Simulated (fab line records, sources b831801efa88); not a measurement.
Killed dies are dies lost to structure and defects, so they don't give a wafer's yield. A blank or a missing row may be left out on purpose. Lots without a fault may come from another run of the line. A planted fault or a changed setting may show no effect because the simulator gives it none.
Which tool did it? | flow sky130 | 12 lots, 36 wafers sampled, at 5 steps of a route of 708

WHAT THE GAUGES READ, wafer by wafer
The record holds no reading of a measuring or inspecting step that can be judged against a usual standard deviation.

WHICH TOOL RAN EACH LOT (tool, then ch and the chambers of the sampled wafers, then the start)
lot  | SKY_CAPM_CLEAN_16               | SKY_VIA4_CMP_21               | SKY_METAL5_SPUTTER_03        | SKY_METAL5_STRIP_16                  | SKY_PAD_OPEN_PROBE_99
L884 | wet_bench-04 ch 0, day 38 07:23 | cmp-02 ch 2,3, day 43 18:05   | pvd_sputter-02, day 43 18:29 | plasma_asher-03 ch 0,1, day 44 18:43 | prober-02, day 46 18:03
L886 | wet_bench-04 ch 0, day 39 00:24 | cmp-02 ch 1,3, day 44 10:06   | pvd_sputter-01, day 44 10:30 | plasma_asher-04 ch 0,1, day 45 10:08 | prober-02, day 47 08:17
L887 | wet_bench-04 ch 2, day 39 05:44 | cmp-01 ch 2,3, day 44 16:38   | pvd_sputter-02, day 44 16:59 | plasma_asher-04 ch 0,1, day 45 15:35 | prober-01, day 47 13:15
L888 | wet_bench-02 ch 2, day 40 01:16 | cmp-02 ch 1,2, day 45 08:17   | pvd_sputter-03, day 45 08:41 | plasma_asher-02 ch 0,1, day 46 06:43 | prober-02, day 48 02:23
L890 | wet_bench-03 ch 0, day 40 11:10 | cmp-02 ch 1,3, day 45 18:37   | pvd_sputter-02, day 45 19:01 | plasma_asher-03 ch 1, day 46 17:10   | prober-02, day 48 13:31
L892 | wet_bench-04 ch 2, day 41 05:48 | cmp-01 ch 0,2,3, day 46 11:07 | pvd_sputter-03, day 46 11:28 | plasma_asher-02 ch 0,1, day 47 08:43 | prober-02, day 49 03:06
L893 | wet_bench-02 ch 0, day 41 07:52 | cmp-02 ch 1,2, day 46 11:18   | pvd_sputter-02, day 46 11:42 | plasma_asher-03 ch 1, day 47 09:19   | prober-01, day 49 04:06
L894 | wet_bench-04 ch 3, day 41 10:01 | cmp-02 ch 2,3, day 46 15:35   | pvd_sputter-02, day 46 15:59 | plasma_asher-02 ch 0,1, day 47 12:53 | prober-02, day 49 07:20
L896 | wet_bench-04 ch 3, day 42 01:56 | cmp-02 ch 0,1, day 47 03:11   | pvd_sputter-03, day 47 03:32 | plasma_asher-02 ch 0,1, day 47 23:55 | prober-02, day 49 18:36
L898 | wet_bench-02 ch 2, day 42 10:01 | cmp-02 ch 0,2,3, day 47 11:22 | pvd_sputter-03, day 47 11:46 | plasma_asher-04 ch 0,1, day 48 08:04 | prober-01, day 50 00:40
L903 | wet_bench-04 ch 2, day 43 14:56 | cmp-01 ch 1,2,3, day 48 11:14 | pvd_sputter-03, day 48 11:38 | plasma_asher-04 ch 0,1, day 49 07:37 | prober-01, day 50 20:25
L904 | wet_bench-04 ch 3, day 43 18:08 | cmp-01 ch 1,2,3, day 48 14:26 | pvd_sputter-03, day 48 14:50 | plasma_asher-02 ch 0,1, day 49 09:50 | prober-02, day 50 22:03
- SKY_CAPM_CLEAN_16: cleans in IPA, time 180 s.
- SKY_VIA4_CMP_21: polishes, stops on SiO2, t overpolish 25 s, target thk 0 nm.
- SKY_METAL5_SPUTTER_03: material Ti, target thk 5 nm, time 3.3 s.
- SKY_METAL5_STRIP_16: strips in O2/N2.
- SKY_PAD_OPEN_PROBE_99

WHAT THE TOOLS THEMSELVES READ (means of the sampled wafers that have a number; where no wafer has one, the mark that the record gives instead)
SKY_VIA4_CMP_21. Usual: motor_current_A 10.8 A, standard deviation 0.63; overpolish_run_s 25.000 s, standard deviation 0.0083; time_to_endpoint_s 122 s, standard deviation 4.4.
lot  | tool   | motor_current_A (A) | overpolish_run_s (s) | time_to_endpoint_s (s) | flag
L884 | cmp-02 | 11.5                | 24.997               | 120                    |
L886 | cmp-02 | 11.0                | 25.006               | 124                    |
L887 | cmp-01 | 11.2                | 25.005               | 115                    |
L888 | cmp-02 | 11.3                | 25.006               | 122                    |
L890 | cmp-02 | 11.2                | 25.003               | 122                    |
L892 | cmp-01 | 10.6                | 25.004               | 124                    |
L893 | cmp-02 | 11.0                | 24.995               | 115                    |
L894 | cmp-02 | 11.1                | 25.010               | 121                    |
L896 | cmp-02 | 10.8                | 25.000               | 124                    |
L898 | cmp-02 | 10.7                | 24.999               | 122                    |
L903 | cmp-01 | 10.8                | 25.001               | 125                    |
L904 | cmp-01 | 10.6                | 24.997               | 119                    |

SKY_METAL5_SPUTTER_03. Usual: throttle_valve_pct 29.4 %, standard deviation 0.99.
lot  | tool           | throttle_valve_pct (%) | flag
L884 | pvd_sputter-02 | 30.2                   |
L886 | pvd_sputter-01 | 29.4                   |
L887 | pvd_sputter-02 | 30.2                   |
L888 | pvd_sputter-03 | 28.5                   |
L890 | pvd_sputter-02 | 30.2                   |
L892 | pvd_sputter-03 | 28.6                   |
L893 | pvd_sputter-02 | 30.3                   |
L894 | pvd_sputter-02 | 29.9                   |
L896 | pvd_sputter-03 | 29.3                   |
L898 | pvd_sputter-03 | 28.5                   |
L903 | pvd_sputter-03 | 28.4                   |
L904 | pvd_sputter-03 | 28.6                   |

SKY_METAL5_STRIP_16. Usual: drypump_motor_current_A 5.71 A, standard deviation 0.26; n2_flow_sccm 300.0 sccm, standard deviation 0.85; oes_product_au 0.710 a.u., standard deviation 0.0045; strip_time_to_endpoint_s 13.00 s, standard deviation 0.13.
lot  | tool            | drypump_motor_current_A (A) | n2_flow_sccm (sccm) | oes_product_au (a.u.) | strip_time_to_endpoint_s (s) | flag
L884 | plasma_asher-03 | 5.30                        | 299.6               | 0.711                 | 13.07                        |
L886 | plasma_asher-04 | 5.88                        | 299.3               | 0.709                 | 12.88                        |
L887 | plasma_asher-04 | 5.88                        | 300.8               | 0.711                 | 13.00                        |
L888 | plasma_asher-02 | 5.75                        | 299.9               | 0.714                 | 13.02                        |
L890 | plasma_asher-03 | 5.25                        | 299.5               | 0.710                 | 13.13                        |
L892 | plasma_asher-02 | 5.76                        | 299.3               | 0.713                 | 13.15                        |
L893 | plasma_asher-03 | 5.25                        | 300.0               | 0.707                 | 12.91                        |
L894 | plasma_asher-02 | 5.77                        | 300.0               | 0.713                 | 12.82                        |
L896 | plasma_asher-02 | 5.86                        | 299.9               | 0.709                 | 13.14                        |
L898 | plasma_asher-04 | 5.87                        | 300.3               | 0.708                 | 12.82                        |
L903 | plasma_asher-04 | 5.90                        | 299.9               | 0.709                 | 13.12                        |
L904 | plasma_asher-02 | 5.84                        | 300.3               | 0.711                 | 12.96                        |

SKY_PAD_OPEN_PROBE_99. Usual: defect_limited_yield 82.6 %, standard deviation 2; killed_at_M0_to_M3 42, standard deviation 6.7; killed_at_M4_up 3.0, standard deviation 1.9; killed_at_contacts 24, standard deviation 5.3; killed_at_front_end 16, standard deviation 4.3; killed_at_other 0.4, standard deviation 0.71; killed_dies 85, standard deviation 9.6; killed_on_rim 17, standard deviation 3.7; killed_open 46, standard deviation 6.5; killed_short 39, standard deviation 6.7; sort_bin_3_pad_short 0.9 %, standard deviation 0.46; sort_bin_5_function 10.3 %, standard deviation 1.3; sort_bin_6_memory 6.2 %, standard deviation 1.1; sort_n_pass 407, standard deviation 9.6; sort_yield_pct 82.6 %, standard deviation 2.
lot  | tool      | defect_limited_yield (%) | killed_at_M0_to_M3 | killed_at_M4_up | killed_at_contacts | killed_at_front_end | killed_at_other | killed_dies | killed_on_rim | killed_open | killed_short | sort_bin_3_pad_short (%) | sort_bin_5_function (%) | sort_bin_6_memory (%) | sort_n_pass | sort_yield_pct (%) | flag
L884 | prober-02 | 81.8                     | 42                 | 1.7             | 26                 | 18                  | 2.3             | 89          | 17            | 47          | 40           | 0.4                      | 11.1                    | 6.7                   | 403         | 81.8               |
L886 | prober-02 | 83.2                     | 46                 | 3.0             | 22                 | 11                  | 0.0             | 83          | 17            | 43          | 39           | 0.9                      | 9.7                     | 6.2                   | 409         | 83.2               |
L887 | prober-01 | 82.8                     | 39                 | 2.7             | 24                 | 18                  | 0.3             | 84          | 20            | 44          | 41           | 1.0                      | 9.8                     | 6.4                   | 408         | 82.8               |
L888 | prober-02 | 81.9                     | 41                 | 2.0             | 27                 | 19                  | 0.0             | 89          | 20            | 49          | 40           | 1.0                      | 10.4                    | 6.6                   | 403         | 81.9               |
L890 | prober-02 | 82.1                     | 43                 | 4.0             | 29                 | 11                  | 0.3             | 88          | 19            | 43          | 45           | 1.1                      | 10.4                    | 6.4                   | 404         | 82.1               |
L892 | prober-02 | 82.8                     | 41                 | 1.3             | 24                 | 18                  | 0.0             | 84          | 16            | 44          | 39           | 0.7                      | 9.8                     | 6.6                   | 408         | 82.8               |
L893 | prober-01 | 82.8                     | 46                 | 3.0             | 19                 | 16                  | 0.7             | 84          | 17            | 47          | 37           | 0.4                      | 11.4                    | 5.4                   | 408         | 82.8               |
L894 | prober-02 | 82.0                     | 53                 | 2.0             | 17                 | 16                  | 0.3             | 88          | 19            | 48          | 40           | 0.7                      | 9.8                     | 7.4                   | 404         | 82.0               |
L896 | prober-02 | 83.3                     | 41                 | 3.7             | 23                 | 13                  | 0.7             | 82          | 17            | 44          | 37           | 1.1                      | 9.9                     | 5.7                   | 410         | 83.3               |
L898 | prober-01 | 81.7                     | 48                 | 3.7             | 27                 | 12                  | 0.0             | 90          | 20            | 52          | 38           | 1.2                      | 10.5                    | 6.6                   | 402         | 81.7               |
L903 | prober-01 | 75.5                     | 40                 | 1.7             | 21                 | 10                  | 47.3            | 121         | 25            | 39          | 35           | 3.3                      | 15.0                    | 6.2                   | 371         | 75.5               | OFF
L904 | prober-02 | 74.3                     | 42                 | 1.7             | 24                 | 20                  | 38.0            | 127         | 28            | 48          | 40           | 3.0                      | 15.9                    | 6.8                   | 365         | 74.3               | OFF

THE ANSWER, worked out from the rows above alone
Rule: a lot is off if the mean of its wafers that have a number lies more than 3 standard deviations from the usual mean. A lot without any number at a reading at which 4 lots or more have one is off too. The other lots that the step has rows for count as sound. The gauges are gone through in route order, then the tools' own readings, and for those a lot's mean is taken as printed above. The first step at which some lot is off is used, and at that step the reading that is off furthest; a lot without a number counts as furthest.
Off: L903, L904, at SKY_PAD_OPEN_PROBE_99 (killed_at_other).
A tool fits if, at that step or a process step before it, it ran every lot that is off, and no sound lot after the first of them. Can't be told from this: 3 tools fit, wet_bench-04 at SKY_CAPM_CLEAN_16, cmp-01 at SKY_VIA4_CMP_21, pvd_sputter-03 at SKY_METAL5_SPUTTER_03.

WHAT THE SIMULATOR HAD PUT IN
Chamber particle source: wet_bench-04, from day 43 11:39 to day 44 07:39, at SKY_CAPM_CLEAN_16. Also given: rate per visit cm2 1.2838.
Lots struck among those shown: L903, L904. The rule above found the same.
